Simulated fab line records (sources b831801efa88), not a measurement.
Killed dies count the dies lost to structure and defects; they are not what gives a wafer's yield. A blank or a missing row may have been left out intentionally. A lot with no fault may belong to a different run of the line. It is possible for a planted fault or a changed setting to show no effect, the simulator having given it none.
Which tool did it? ; flow sky130 ; 13 lots with 39 wafers sampled at 3 steps, on a route of 708 steps

== WHAT THE GAUGES READ, wafer by wafer ==
SKY_CAP2M_RS_MEAS_03: uses a four-point probe to measure. Usual: CAP2M_TIN_RS typically reads 6.90 ohm/sq, with standard deviation 0.093.
lot;measured;on;CAP2M_TIN_RS (ohm/sq);flag
L259;day 40 00:20;film metro-03;6.83 6.73 6.76;
L260;day 40 06:20;film metro-01;6.76 6.84 6.73;
L261;day 40 12:46;film metro-02;6.93 6.87 6.88;
L262;day 41 01:55;film metro-01;6.88 6.88 6.94;
L264;day 41 16:16;film metro-01;6.98 6.83 6.86;
L266;day 42 03:52;film metro-03;6.78 6.91 6.90;
L269;day 43 01:37;film metro-02;6.85 6.98 7.07;
L271;day 43 13:58;film metro-01;6.93 7.05 7.01;
L272;day 43 15:26;film metro-03;7.00 6.99 7.01;
L273;day 44 01:04;film metro-02;6.85 6.91 6.87;
L274;day 44 12:38;film metro-01;6.82 6.84 6.76;
L275;day 44 20:07;film metro-03;6.76 6.77 6.69;
L282;day 46 07:44;film metro-03;6.77 6.90 6.84;

SKY_CAP2M_OVL_MEAS_12. Usual: CAP2M_OVL typically reads -2.1 nm, with standard deviation 1.4.
lot;measured;on;CAP2M_OVL (nm);flag
L259;day 41 00:22;overlay-02;-0.6 -0.8 0.0;
L260;day 41 06:24;overlay-02;-2.9 -3.8 -1.5;
L261;day 41 11:55;overlay-02;-3.5 0.3 -2.4;
L262;day 42 01:46;overlay-02;-3.7 -3.0 -3.6;
L264;day 42 16:13;overlay-01;-2.8 -0.6 -3.4;
L266;day 43 02:54;overlay-01;-3.8 -4.1 -4.2;
L269;day 43 23:01;overlay-02;-0.2 0.4 -1.4;
L271;day 44 12:29;overlay-02;-0.2 -1.6 -1.5;
L272;day 44 13:52;overlay-02;-2.1 -3.3 -1.7;
L273;day 44 22:34;overlay-02;-0.3 -0.5 1.0;
L274;day 45 09:50;overlay-02;-1.5 -2.2 -3.7;
L275;day 45 17:31;overlay-01;-3.1 -2.1 -1.6;
L282;day 47 04:05;overlay-02;-2.7 -3.1 -2.0;

SKY_METAL4_OVL_MEAS_14. Usual: METAL4_OVL typically reads -1 nm, with standard deviation 5.1.
lot;measured;on;METAL4_OVL (nm);flag
L259;day 42 00:22;overlay-01;3 -4 5;
L260;day 42 07:13;overlay-01;2 4 -1;
L261;day 42 12:28;overlay-01;1 4 0;
L262;day 43 01:49;overlay-02;6 4 4;
L264;day 43 15:21;overlay-02;8 -4 -4;
L266;day 44 02:34;overlay-02;9 -7 1;
L269;day 44 21:50;overlay-01;0 -5 -3;
L271;day 45 10:24;overlay-02;2 -2 -6;
L272;day 45 12:31;overlay-01;3 6 1;
L273;day 45 20:12;overlay-01;-5 -1 2;
L274;day 46 07:58;overlay-02;-2 5 -1;
L275;day 46 15:44;overlay-01;3 1 -5;
L282;day 48 01:00;overlay-01;-1 4 1;

== TOOL THAT RAN EACH LOT (tool first, then ch and the chambers of the sampled wafers, then the start) ==
The record holds no process step before these readings.

== WHAT THE TOOLS THEMSELVES READ (means of the sampled wafers that have a number; where no wafer has one, the mark that the record gives instead) ==
The record holds no such reading with a usual standard deviation.

== THE ANSWER, worked out from the rows above alone ==
Rule: a lot counts as off when the mean over its wafers that have a number is more than 3 standard deviations away from the usual mean. Also off: a lot with no number at a reading for which 4 or more lots have one. All remaining lots with rows at the step are treated as sound. Order of review: gauges by route order, followed by the tools' own readings, for which a lot's mean as printed above is used. The first step at which some lot is off is used, and at that step the reading that is off furthest; a lot without a number counts as furthest.
No lot is off on any of the readings shown, so nothing can be concluded from this.

== WHAT WAS PUT IN BY THE SIMULATOR ==
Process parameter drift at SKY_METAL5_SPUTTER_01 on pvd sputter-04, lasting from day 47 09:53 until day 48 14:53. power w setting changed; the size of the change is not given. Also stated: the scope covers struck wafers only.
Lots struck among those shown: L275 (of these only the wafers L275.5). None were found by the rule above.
